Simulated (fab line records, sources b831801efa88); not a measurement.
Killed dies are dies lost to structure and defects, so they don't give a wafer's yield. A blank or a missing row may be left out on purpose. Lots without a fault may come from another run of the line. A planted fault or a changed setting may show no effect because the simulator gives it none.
A struck lot beside a sound one | flow sky130 | 14 steps out of a route of 708
Sound: wafers L548.2, L548.3, L548.6. Struck: wafers L557.1, L557.3, L557.5. The cause comes at the end.
At each step with rows: each side's tool, then ch and its chambers, then its first start. Under that, the readings that differ: sound wafers | struck wafers | difference of the means | sigmas: that difference in standard deviations of wafers without a fault.
alike: readings whose means differ by less than 2 such deviations, and words and numbers that are the same on both sides. not compared: withheld readings, readings that some wafer has no value for, bounds like >300 that may hide the same value, and numbers for which the record gives no deviation and whose values overlap.
The two part at a step that has a row with sigmas, a row that says differs or no value, or rows on one side only. Numbers that don't overlap but have no deviation are shown without sigmas and don't part them. A reading that every wafer of one side lacks parts them only if that side has two wafers or more.

SKY_NWELL_RS_MEAS_29: measures by four-point-probe.
  sound on film_metro-02, day 5 21:25; struck on film_metro-02, day 7 18:00
  alike: NWELL_RS
SKY_NWELL_RS_MEAS_31: measures by four-point-probe.
  sound on film_metro-02, day 5 21:40; struck on film_metro-02, day 7 18:14
  alike: PWDE_RS
then, 7 steps without rows for these wafers: SKY_VT_ADJUST_HVTP_DEHYDRATE_00 (time 60 s); SKY_VT_ADJUST_HVTP_HMDS_01 (prime time 60 s); SKY_VT_ADJUST_HVTP_COAT_02 (resist thk 1140 nm); SKY_VT_ADJUST_HVTP_SOFTBAKE_03 (time 60 s); SKY_VT_ADJUST_HVTP_EXPOSE_04 (exposes mask HVTPM, target cd 380 nm); SKY_VT_ADJUST_HVTP_PEB_05; SKY_VT_ADJUST_HVTP_DEVELOP_06 (develop time 60 s).
SKY_VT_ADJUST_HVTP_CD_MEAS_07: target cd 380 nm.
  sound on cd_sem-02, day 6 16:43; struck on cd_sem-02, day 8 16:00
  alike: cd_nm
SKY_VT_ADJUST_HVTP_OVL_MEAS_08:
  sound on overlay-02, day 6 16:50; struck on overlay-02, day 8 16:07
  alike: VT_ADJUST_HVTP_OVL
SKY_VT_ADJUST_HVTP_IMPLANT_09:
  sound on implanter-01 ch 0, day 6 16:53; struck on implanter-02 ch 0, day 8 16:09
  reading                   | sound                | struck               | difference | sigmas
  beam_energy_keV           | 149.98 150.01 149.97 | 152.32 152.39 152.35 | +2.37      | +49
  model.implant.drp_nm (nm) | 33.4 33.4 33.4       | 33.83 33.83 33.83    | +0.43      |
  alike: beam_on_s
SKY_VT_ADJUST_HVTP_STRIP_10: strips in O2/N2.
  sound on plasma_asher-03 ch 0,1, day 6 17:01; struck on plasma_asher-01 ch 0,1, day 8 16:18
  alike: chamber_pressure_mTorr, drypump_motor_current_A, oes_product_au, strip_time_to_endpoint_s
  not compared: rf_hours_counter_h
-- the record jumps here: 40 days lie between the struck wafers' starts before and after (it left off in module VT_ADJUST_HVTP and takes up again in module PAD_OPEN, whose first step shown is number 708 of the route) --
SKY_PAD_OPEN_PROBE_99:
  sound on prober-01, day 47 04:26; struck on prober-01, day 48 22:39
  reading         | sound | struck | difference | sigmas
  killed_at_other | 3 1 1 | 0 0 0  | -2         | -3
  alike: killed_at_M0_to_M3, killed_at_M4_up, killed_at_contacts, killed_at_front_end, killed_dies, killed_open, killed_short

WHERE THEY PART
First at SKY_VT_ADJUST_HVTP_IMPLANT_09; last, within this record, at SKY_PAD_OPEN_PROBE_99.

WHY: what the simulator had put in
Process parameter drift: implanter-02, from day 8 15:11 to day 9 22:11, at SKY_VT_ADJUST_HVTP_IMPLANT_09. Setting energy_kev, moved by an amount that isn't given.
